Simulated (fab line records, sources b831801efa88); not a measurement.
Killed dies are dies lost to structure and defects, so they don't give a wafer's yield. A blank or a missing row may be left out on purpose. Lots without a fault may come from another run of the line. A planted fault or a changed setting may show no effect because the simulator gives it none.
One fault seen from 2 desks | flow gf180mcu | each desk has only its own numbers; what lay behind them comes last

THE TOOL OWNER'S DESK: plasma_asher-04
The tool's own readings at GF_HV_LDD_STRIP_49 (strips in O2/N2): means of the sampled wafers that have a number, for each lot that ran on this tool. A lot is out of limits, marked OUT, if its mean lies more than 4 standard deviations from the usual mean; the brackets give that distance.
Columns: A = drypump_motor_current_A at GF_HV_LDD_STRIP_49, usual 5.8 A; B = heater_power_w at GF_HV_LDD_STRIP_49, usual 320 W; C = oes_product_au at GF_HV_LDD_STRIP_49, usual 0.716 a.u.; D = strip_time_to_endpoint_s at GF_HV_LDD_STRIP_49, usual 12.65 s
lot  | first seen here | A   | B   | C               | D
L758 | day 14 00:58    | 5.2 | 320 | 0.719           | 12.67
L763 | day 15 19:31    | 5.4 | 316 | 0.715           | 12.63
L765 | day 16 09:16    | 5.4 | 314 | 0.716           | 12.69
L766 | day 16 17:26    | 5.1 | 329 | 0.716           | 12.66
L770 | day 18 00:58    | 5.4 | 315 | 0.915 (+38) OUT | -
L776 | day 20 06:07    | 5.4 | 322 | 0.711           | 12.63
This desk's finding: out of limits on L770; first on L770, day 18 00:58 (oes_product_au at GF_HV_LDD_STRIP_49). In limits: L758, L763, L765, L766, L776.

THE METROLOGY DESK
What the gauges read, lot by lot, whatever tool the lot ran on: means of the sampled wafers that have a number. A lot is out of limits, marked OUT, if its mean lies more than 4 standard deviations from the usual mean; the brackets give that distance.
Columns: A = cd_nm at GF_HV_LDD_CD_MEAS_31, usual 400.3 nm; B = HV_LDD_02_OVL at GF_HV_LDD_OVL_MEAS_32, usual -0.4 nm; C = HV_LDD_4_TW at GF_HV_LDD_TW_MEAS_50, usual 571
lot  | first seen here | A     | B    | C
L754 | day 11 22:08    | 400.1 | -0.0 | 570
L757 | day 12 18:46    | 402.3 | -2.0 | 570
L758 | day 13 03:51    | 399.7 | 0.3  | 575
L759 | day 13 10:39    | 399.2 | -0.9 | 569
L761 | day 14 04:10    | 402.1 | -1.4 | 570
L762 | day 14 07:53    | 399.9 | 0.7  | 572
L763 | day 14 21:40    | 399.1 | -0.2 | 570
L765 | day 15 10:53    | 399.6 | -0.8 | 571
L766 | day 15 18:01    | 398.1 | -0.0 | 573
L768 | day 16 12:26    | 398.4 | -0.3 | 566
L770 | day 17 01:13    | 400.3 | -0.5 | 576
L775 | day 18 19:07    | 399.9 | -2.9 | 571
L776 | day 19 04:11    | 400.3 | 2.0  | 572
This desk's finding: nothing out of limits on any of the 13 lots.

PUT TOGETHER
The tool owner's desk could have raised an alarm at day 18 00:58, on L770.
The metrology desk saw nothing out of limits.
The metrology desk has L770 on record, within its limits.
Of the lots named, all ran GF_HV_LDD_STRIP_49 on plasma_asher-04.

WHAT THE SIMULATOR HAD PUT IN
Strip aborted: plasma_asher-04, from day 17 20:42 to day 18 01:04, at GF_HV_LDD_STRIP_49. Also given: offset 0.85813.
Lots struck among those shown: L770.
Hours from the fault's start to each desk's first reading out of limits: the tool owner's desk, 4.
